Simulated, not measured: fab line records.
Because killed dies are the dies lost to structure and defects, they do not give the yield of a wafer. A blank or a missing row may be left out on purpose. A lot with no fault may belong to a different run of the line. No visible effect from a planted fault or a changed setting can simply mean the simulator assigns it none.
Struck lot and sound lot, side by side | flow sky130 | 35 steps out of a route of 708
Sound: the wafers L142.2, L142.4, L142.6. Wafers struck: L149.2, L149.3, L149.4. Last of all comes the cause.
Per side, at each step with rows, come the tool, then ch with its chambers, and then its first start. Under that, the readings that differ: sound wafers | struck wafers | difference of the means | sigmas: that difference in standard deviations of wafers without a fault.
alike: readings with means less than 2 such deviations apart, plus words and numbers identical on both sides. not compared: withheld readings, readings lacking a value on some wafer, bounds such as >300 that could conceal the same value, and numbers that have no deviation in the record and whose values overlap.
The two part at a step that has a row with sigmas, a row that says differs or no value, or rows on one side only. Numbers that have no deviation but don't overlap get no sigmas and don't part them. A reading that every wafer of one side lacks parts them only if that side has two wafers or more.

first, 5 steps without rows for these wafers: SKY_VT_ADJUST_HVTR_COAT_02 (resist thk 1140 nm); SKY_VT_ADJUST_HVTR_SOFTBAKE_03 (time 60 s); SKY_VT_ADJUST_HVTR_EXPOSE_04 (exposes mask HVTRM, target cd 380 nm); SKY_VT_ADJUST_HVTR_PEB_05; SKY_VT_ADJUST_HVTR_DEVELOP_06 (develop time 60 s).
SKY_VT_ADJUST_HVTR_CD_MEAS_07: target cd 380 nm.
  struck on cdSem-02, day 12 16:20; sound on cdSem-02, day 10 12:53
  alike: cdNm
SKY_VT_ADJUST_HVTR_OVL_MEAS_08:
  struck on overlay-01, day 12 16:27; sound on overlay-02, day 10 12:59
  alike: VT_ADJUST_HVTR_OVL
following that, these wafers have no rows for 1 step: SKY_VT_ADJUST_HVTR_IMPLANT_09.
SKY_VT_ADJUST_HVTR_STRIP_10: strips in O2/N2.
  sound on plasmaAsher-04 ch 0, day 10 13:10; struck on plasmaAsher-02 ch 0,1, day 12 16:38
  alike: drypumpMotorCurrentA, oesProductAu, stripTimeToEndpointS
  not compared: rfHoursCounterH
SKY_VT_ADJUST_HVTR_TW_MEAS_11:
  struck on filmMetro-03, day 12 16:44; sound on filmMetro-03, day 10 13:17
  alike: VT_ADJUST_HVTR_TW
then, 2 steps without rows for these wafers: SKY_VT_ADJUST_PCH_DEHYDRATE_00 (time 60 s); SKY_VT_ADJUST_PCH_HMDS_01 (prime time 60 s).
SKY_VT_ADJUST_PCH_COAT_02: resist thk 3000 nm.
  sound on lithoTrack-03 ch 0, day 11 00:45; struck on lithoTrack-02, day 13 05:10
  no value came back on the struck wafers for chillPlateTempC (C), dispensePressureKPa (kPa), exhaustPa (Pa); on the sound wafers chillPlateTempC (C) reads 23.11 22.98 23.02
then, 4 steps without rows for these wafers: SKY_VT_ADJUST_PCH_SOFTBAKE_03; SKY_VT_ADJUST_PCH_EXPOSE_04 (exposes mask NWM, target cd 840 nm); SKY_VT_ADJUST_PCH_PEB_05; SKY_VT_ADJUST_PCH_DEVELOP_06 (develop time 60 s).
SKY_VT_ADJUST_PCH_OVL_MEAS_07:
  struck on overlay-02, day 13 17:32; sound on overlay-01, day 11 12:41
reading                | sound        | struck | difference                    | sigmas
VT_ADJUST_PCH_OVL (nm) | 0.0 1.1 -0.7 | - - -  | no value on the struck wafers | 
following that, these wafers have no rows for 1 step: SKY_VT_ADJUST_PCH_IMPLANT_08.
SKY_VT_ADJUST_PCH_STRIP_09: strips in O2/N2.
  sound on plasmaAsher-03 ch 1, day 11 12:52; struck on plasmaAsher-04 ch 0,1, day 13 17:43
  no value came back on the struck wafers for oesProductAu (a.u.), stripTimeToEndpointS (s); on the sound wafers oesProductAu (a.u.) reads 0.718 0.723 0.727
  alike: drypumpMotorCurrentA
  not compared: rfHoursCounterH
SKY_VT_ADJUST_PCH_TW_MEAS_10:
  struck on filmMetro-02, day 13 17:50; sound on filmMetro-03, day 11 12:59
reading          | sound             | struck            | difference | sigmas
VT_ADJUST_PCH_TW | 140.9 141.1 140.8 | 146.1 145.3 146.3 | +5.0       | +3
then, 7 steps without rows for these wafers: SKY_SONOS_TUNNEL_DEHYDRATE_00 (time 60 s); SKY_SONOS_TUNNEL_HMDS_01 (prime time 60 s); SKY_SONOS_TUNNEL_COAT_02 (resist thk 1140 nm); SKY_SONOS_TUNNEL_SOFTBAKE_03 (time 60 s); SKY_SONOS_TUNNEL_EXPOSE_04 (exposes mask TUNM, target cd 410 nm); SKY_SONOS_TUNNEL_PEB_05; SKY_SONOS_TUNNEL_DEVELOP_06 (develop time 60 s).
SKY_SONOS_TUNNEL_CD_MEAS_07: target cd 410 nm.
  struck on cdSem-01, day 14 19:27; sound on cdSem-02, day 12 12:41
  alike: cdNm
SKY_SONOS_TUNNEL_OVL_MEAS_08:
  struck on overlay-02, day 14 19:34; sound on overlay-01, day 12 12:47
  alike: SONOS_TUNNEL_OVL
then, 3 steps without rows for these wafers: SKY_SONOS_TUNNEL_IMPLANT_09; SKY_SONOS_TUNNEL_WET_ETCH_10 (etches SiO2 in dHF, target depth 14 nm, time 280 s); SKY_SONOS_TUNNEL_STRIP_11 (strips in SPM, time 600 s).
SKY_SONOS_TUNNEL_TW_MEAS_12:
  struck on filmMetro-02, day 14 20:01; sound on filmMetro-01, day 12 13:20
reading         | sound             | struck            | difference | sigmas
SONOS_TUNNEL_TW | 197.2 197.8 198.0 | 215.2 214.7 215.4 | +17.4      | +7
then, 1 step without rows for these wafers: SKY_SONOS_TUNNEL_CLEAN_13 (cleans in dHF, time 20 s).

WHERE THEY PART
Last at SKY_SONOS_TUNNEL_TW_MEAS_12 as far as this record goes, first at SKY_VT_ADJUST_PCH_COAT_02.

WHY: the cause the simulator had injected
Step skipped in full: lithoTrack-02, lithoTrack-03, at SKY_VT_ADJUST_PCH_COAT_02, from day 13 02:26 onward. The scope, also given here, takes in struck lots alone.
